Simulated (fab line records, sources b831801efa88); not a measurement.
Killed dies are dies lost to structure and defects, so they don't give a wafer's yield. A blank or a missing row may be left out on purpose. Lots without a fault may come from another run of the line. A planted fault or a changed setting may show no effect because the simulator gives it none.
Which tool did it? | flow gf180mcu | 13 lots, 37 wafers sampled, at 4 steps of a route of 602

WHAT THE GAUGES READ, wafer by wafer
GF_PSD_OVL_MEAS_08. Usual: PSD_OVL 0.4 nm, standard deviation 1.2.
lot  | measured     | on         | PSD_OVL (nm)   | flag
L339 | day 14 07:50 | overlay-01 | 0.7 -0.9 0.1   |
L340 | day 14 15:31 | overlay-01 | 0.3 0.0 0.9    |
L343 | day 15 18:36 | overlay-01 | 1.4 -0.4 0.7   |
L345 | day 16 09:34 | overlay-02 | 0.9 0.3 0.0    |
L346 | day 16 17:59 | overlay-02 | 0.2 -0.9 0.6   |
L347 | day 17 01:19 | overlay-02 | 0.4 -0.7 -0.5  |
L353 | day 19 02:50 | overlay-01 | 1.3 0.3        |
L354 | day 20 03:28 | overlay-02 | -1.2 0.9 1.7   |
L355 | day 20 04:34 | overlay-01 | 2.8 0.6        |
L356 | day 20 19:50 | overlay-02 | 0.0 0.4 -0.7   |
L357 | day 20 20:36 | overlay-02 | 0.5 0.0 0.4    |
L358 | day 21 13:19 | overlay-02 | -0.9 -0.4 -0.3 |
L362 | day 22 16:25 | overlay-01 | 2.4 2.7 3.0    |

GF_CONTACT_OVL_MEAS_15. Usual: CONTACT_OVL 0 nm, standard deviation 6.5.
lot  | measured     | on         | CONTACT_OVL (nm) | flag
L339 | day 16 03:53 | overlay-01 | 4 -3 -9          |
L340 | day 16 11:23 | overlay-01 | 1 -1 3           |
L343 | day 17 19:20 | overlay-01 | -2 -11 -5        |
L345 | day 18 07:47 | overlay-01 | 4 0 -1           |
L346 | day 18 17:46 | overlay-02 | -3 0 -3          |
L347 | day 19 00:40 | overlay-01 | 1 6 -2           |
L353 | day 21 04:49 | overlay-01 | -6 -6            |
L354 | day 22 04:38 | overlay-01 | -3 4 9           |
L355 | day 22 06:22 | overlay-01 | 1 -10            |
L356 | day 22 21:11 | overlay-01 | 8 10 3           |
L357 | day 22 22:58 | overlay-01 | 15 10 11         |
L358 | day 23 14:14 | overlay-01 | -3 -5 -3         |
L362 | day 24 14:52 | overlay-01 | -7 8 1           |

WHICH TOOL RAN EACH LOT (tool, then ch and the chambers of the sampled wafers, then the start)
lot  | GF_STI_ETCH_13                    | GF_STI_STRIP_15
L339 | rie_diel-04 ch 0,2,3, day 2 01:41 | plasma_asher-02 ch 0,1, day 2 01:50
L340 | rie_diel-01 ch 0,1, day 2 07:23   | plasma_asher-01 ch 0,1, day 2 07:34
L343 | rie_diel-04 ch 0,2,3, day 2 21:46 | plasma_asher-04 ch 0,1, day 2 21:55
L345 | rie_diel-04 ch 0,2,3, day 3 08:10 | plasma_asher-01 ch 0,1, day 3 08:22
L346 | rie_diel-01 ch 0,1,3, day 3 14:25 | plasma_asher-01 ch 0,1, day 3 14:34
L347 | rie_diel-02 ch 1,2, day 3 20:28   | plasma_asher-04 ch 0,1, day 3 20:37
L353 | rie_diel-04 ch 0,3, day 5 01:50   | plasma_asher-04 ch 0,1, day 5 02:02
L354 | rie_diel-04 ch 0,3, day 5 07:01   | plasma_asher-04 ch 0,1, day 5 07:13
L355 | rie_diel-04 ch 0,3, day 5 12:07   | plasma_asher-01 ch 0,1, day 5 12:17
L356 | rie_diel-01 ch 1,3, day 5 17:41   | plasma_asher-02 ch 1, day 5 17:50
L357 | rie_diel-02 ch 0,1, day 6 00:52   | plasma_asher-01 ch 0,1, day 6 01:01
L358 | rie_diel-02 ch 0,2,3, day 6 04:01 | plasma_asher-02 ch 0,1, day 6 04:10
L362 | rie_diel-01 ch 0,2,3, day 6 23:47 | plasma_asher-01 ch 0,1, day 6 23:56
- GF_STI_ETCH_13: etches the open film in CHF3/O2, stops on Si, target depth 282.31 nm, time 112.9 s.
- GF_STI_STRIP_15: strips in O2/N2.

WHAT THE TOOLS THEMSELVES READ (means of the sampled wafers that have a number; where no wafer has one, the mark that the record gives instead)
GF_STI_ETCH_13. Usual: drypump_motor_current_A 5.5 A, standard deviation 0.48; oes_product_au 0.832 a.u., standard deviation 0.0065; throttle_valve_pct 8.810 %, standard deviation 0.0088.
lot  | tool        | drypump_motor_current_A (A) | oes_product_au (a.u.) | throttle_valve_pct (%) | flag
L339 | rie_diel-04 | 5.7                         | 0.828                 | 8.806                  |
L340 | rie_diel-01 | 5.2                         | 0.829                 | 8.820                  |
L343 | rie_diel-04 | 5.7                         | 0.841                 | 8.816                  |
L345 | rie_diel-04 | 5.7                         | 0.837                 | 8.802                  |
L346 | rie_diel-01 | 5.6                         | 0.835                 | 8.809                  |
L347 | rie_diel-02 | 5.3                         | 0.832                 | 8.812                  |
L353 | rie_diel-04 | 5.8                         | 0.784                 | 8.808                  | OFF
L354 | rie_diel-04 | 5.9                         | 0.785                 | 8.801                  | OFF
L355 | rie_diel-04 | 5.8                         | 0.795                 | 8.797                  | OFF
L356 | rie_diel-01 | 5.4                         | 0.825                 | 8.812                  |
L357 | rie_diel-02 | 5.4                         | 0.841                 | 8.803                  |
L358 | rie_diel-02 | 5.4                         | 0.829                 | 8.801                  |
L362 | rie_diel-01 | 6.1                         | 0.831                 | 8.815                  |

GF_STI_STRIP_15. Usual: drypump_motor_current_A 5.92 A, standard deviation 0.3; heater_power_w 332 W, standard deviation 26; oes_product_au 0.383 a.u., standard deviation 0.0053; strip_time_to_endpoint_s 3.73 s, standard deviation 0.042.
lot  | tool            | drypump_motor_current_A (A) | heater_power_w (W) | oes_product_au (a.u.) | strip_time_to_endpoint_s (s) | flag
L339 | plasma_asher-02 | 6.18                        | 331                | 0.383                 | 3.71                         |
L340 | plasma_asher-01 | 5.65                        | 320                | 0.385                 | 3.75                         |
L343 | plasma_asher-04 | 5.97                        | 341                | 0.384                 | 3.72                         |
L345 | plasma_asher-01 | 5.56                        | 342                | 0.380                 | 3.68                         |
L346 | plasma_asher-01 | 5.55                        | 341                | 0.377                 | 3.75                         |
L347 | plasma_asher-04 | 6.09                        | 323                | 0.389                 | 3.74                         |
L353 | plasma_asher-04 | 6.03                        | 336                | 0.374                 | 3.50                         | OFF
L354 | plasma_asher-04 | 6.08                        | 330                | 0.367                 | 3.39                         | OFF
L355 | plasma_asher-01 | 5.59                        | 331                | 0.371                 | 3.44                         | OFF
L356 | plasma_asher-02 | 6.15                        | 328                | 0.388                 | 3.73                         |
L357 | plasma_asher-01 | 5.54                        | 347                | 0.378                 | 3.69                         |
L358 | plasma_asher-02 | 6.17                        | 326                | 0.382                 | 3.73                         |
L362 | plasma_asher-01 | 5.71                        | 323                | 0.383                 | 3.73                         |

THE ANSWER, worked out from the rows above alone
Rule: a lot is off if the mean of its wafers that have a number lies more than 3 standard deviations from the usual mean. A lot without any number at a reading at which 4 lots or more have one is off too. The other lots that the step has rows for count as sound. The gauges are gone through in route order, then the tools' own readings, and for those a lot's mean is taken as printed above. The first step at which some lot is off is used, and at that step the reading that is off furthest; a lot without a number counts as furthest.
Off: L353, L354, L355, at GF_STI_ETCH_13 (oes_product_au).
A tool fits if, at that step or a process step before it, it ran every lot that is off, and no sound lot after the first of them. One fits: rie_diel-04 at GF_STI_ETCH_13. Its last sound lot is L345 (day 3 08:10), its first lot that is off L353 (day 5 01:50): a fault that began between those two fits.
The tool's own readings at GF_STI_ETCH_13 bear it out: on the lots that are off they differ by more than 5 times the standard deviation of the sound lots' means. oes_product_au reads 0.788 a.u. there against 0.833 a.u. on the sound lots.

WHAT THE SIMULATOR HAD PUT IN
Process parameter drift: rie_diel-04, from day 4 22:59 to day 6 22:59, at GF_STI_ETCH_13. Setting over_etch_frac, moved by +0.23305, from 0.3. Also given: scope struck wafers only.
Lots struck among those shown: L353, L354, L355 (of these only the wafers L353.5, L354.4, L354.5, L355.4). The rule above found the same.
